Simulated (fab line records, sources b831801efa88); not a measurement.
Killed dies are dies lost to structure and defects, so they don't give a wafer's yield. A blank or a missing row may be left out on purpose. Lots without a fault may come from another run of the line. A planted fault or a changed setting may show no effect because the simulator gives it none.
Which tool did it? | flow sky130 | 12 lots, 36 wafers sampled, at 3 steps of a route of 708

WHAT THE GAUGES READ, wafer by wafer
SKY_VT_ADJUST_HVTR_TW_MEAS_11.
lot  | measured     | on            | VT_ADJUST_HVTR_TW
L639 | day 9 21:44  | film_metro-01 | 209.1 208.6 209.1
L641 | day 10 19:29 | film_metro-01 | 205.9 207.2 207.3
L643 | day 11 10:38 | film_metro-02 | 213.9 213.5 213.1
L644 | day 11 14:14 | film_metro-01 | 207.9 207.4 206.5
L646 | day 11 20:33 | film_metro-01 | 206.2 207.1 207.5
L645 | day 11 22:52 | film_metro-01 | 207.3 206.6 206.3
L647 | day 12 03:35 | film_metro-04 | 209.1 209.6 209.8
L656 | day 15 03:44 | film_metro-01 | 197.3 196.7 197.1
L657 | day 15 08:10 | film_metro-01 | 196.6 197.4 197.9
L658 | day 15 15:30 | film_metro-02 | 212.6 214.5 212.7
L660 | day 16 08:37 | film_metro-01 | 209.2 208.1 209.1
L661 | day 16 12:51 | film_metro-04 | 208.4 208.0 209.1

SKY_LI_CONTACT_THK_MEAS_23: measures by xrf.
lot  | measured     | on            | LI_CONTACT_W_THK (nm)
L639 | day 29 20:29 | film_metro-02 | 399 400 389
L641 | day 31 00:09 | film_metro-02 | 385 395 380
L643 | day 31 09:58 | film_metro-03 | 400 402 396
L644 | day 31 08:49 | film_metro-03 | 397 393 399
L646 | day 31 20:51 | film_metro-03 | 403 397 390
L645 | day 31 19:03 | film_metro-01 | 383 387 378
L647 | day 32 08:04 | film_metro-03 | 405 401 404
L656 | day 35 04:05 | film_metro-01 | 389 391
L657 | day 35 11:01 | film_metro-03 | 410 411 413
L658 | day 35 11:04 | film_metro-02 | 396 401 394
L660 | day 36 06:58 | film_metro-01 | 382 383 382
L661 | day 36 08:41 | film_metro-03 | 399 399 400

WHICH TOOL RAN EACH LOT (tool, then ch and the chambers of the sampled wafers, then the start)
lot  | SKY_VT_ADJUST_HVTR_IMPLANT_09
L639 | implanter-03 ch 0, day 9 21:29
L641 | implanter-01 ch 0, day 10 19:16
L643 | implanter-02 ch 0, day 11 10:25
L644 | implanter-01 ch 0, day 11 13:59
L646 | implanter-01 ch 0, day 11 20:19
L645 | implanter-03 ch 0, day 11 22:38
L647 | implanter-01 ch 0, day 12 03:23
L656 | implanter-01 ch 0, day 15 03:20
L657 | implanter-01 ch 0, day 15 07:50
L658 | implanter-03 ch 0, day 15 15:15
L660 | implanter-03 ch 0, day 16 08:23
L661 | implanter-02 ch 0, day 16 12:36
- SKY_VT_ADJUST_HVTR_IMPLANT_09

WHAT THE TOOLS THEMSELVES READ (means of the sampled wafers that have a number; where no wafer has one, the mark that the record gives instead)
SKY_VT_ADJUST_HVTR_IMPLANT_09.
lot  | tool         | beam_on_s (s) | faraday_current_uA
L639 | implanter-03 | 9.90          | 12.02
L641 | implanter-01 | 9.92          | 11.92
L643 | implanter-02 | 9.90          | 11.98
L644 | implanter-01 | 10.04         | 11.84
L646 | implanter-01 | 10.04         | 11.77
L645 | implanter-03 | 9.88          | 12.00
L647 | implanter-01 | 10.15         | 11.66
L656 | implanter-01 | 8.50          | 13.92
L657 | implanter-01 | 8.22          | 14.39
L658 | implanter-03 | 10.17         | 11.64
L660 | implanter-03 | 10.10         | 11.71
L661 | implanter-02 | 9.90          | 11.94

THE ANSWER, worked out from the rows above alone
Rule: what is usual is taken from the lots themselves. Put in order of their means at a reading, lots are off if they are a third of the lots or fewer, leave a main group of 4 or more, and stand apart from it by a gap of 3 or more times the standard deviation of the main group's means; of several such gaps the widest counts. A main group whose means are all the same, to the digits that the tables above print for the reading, isn't used. A lot without any number at a reading at which 4 lots or more have one is off too. The other lots that the step has rows for count as sound. The gauges are gone through in route order, then the tools' own readings, and for those a lot's mean is taken as printed above. The first step at which some lot is off is used, and at that step the reading that is off furthest; a lot without a number counts as furthest.
Off: L656, L657, at SKY_VT_ADJUST_HVTR_TW_MEAS_11 (VT_ADJUST_HVTR_TW). The main group: mean 209.0, standard deviation 2.4.
A tool fits if, at a process step before that reading, it ran every lot that is off, and no sound lot after the first of them. The gauges at SKY_VT_ADJUST_HVTR_TW_MEAS_11 aren't tried: what is off there is off at SKY_VT_ADJUST_HVTR_IMPLANT_09 too, on other tools, and a gauge's error can't cause that. One fits: implanter-01 at SKY_VT_ADJUST_HVTR_IMPLANT_09. Its last sound lot is L647 (day 12 03:23), its first lot that is off L656 (day 15 03:20): a fault that began between those two fits.
The tool's own readings at SKY_VT_ADJUST_HVTR_IMPLANT_09 bear it out: on the lots that are off they differ by more than 5 times the standard deviation of the sound lots' means. beam_on_s reads 8.36 s there against 10.00 s on the sound lots; faraday_current_uA reads 14.16 there against 11.85 on the sound lots.

WHAT THE SIMULATOR HAD PUT IN
Process parameter drift: implanter-01, from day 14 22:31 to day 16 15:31, at SKY_VT_ADJUST_HVTR_IMPLANT_09. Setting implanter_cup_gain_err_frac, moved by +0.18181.
Lots struck among those shown: L656, L657. The rule above found the same.
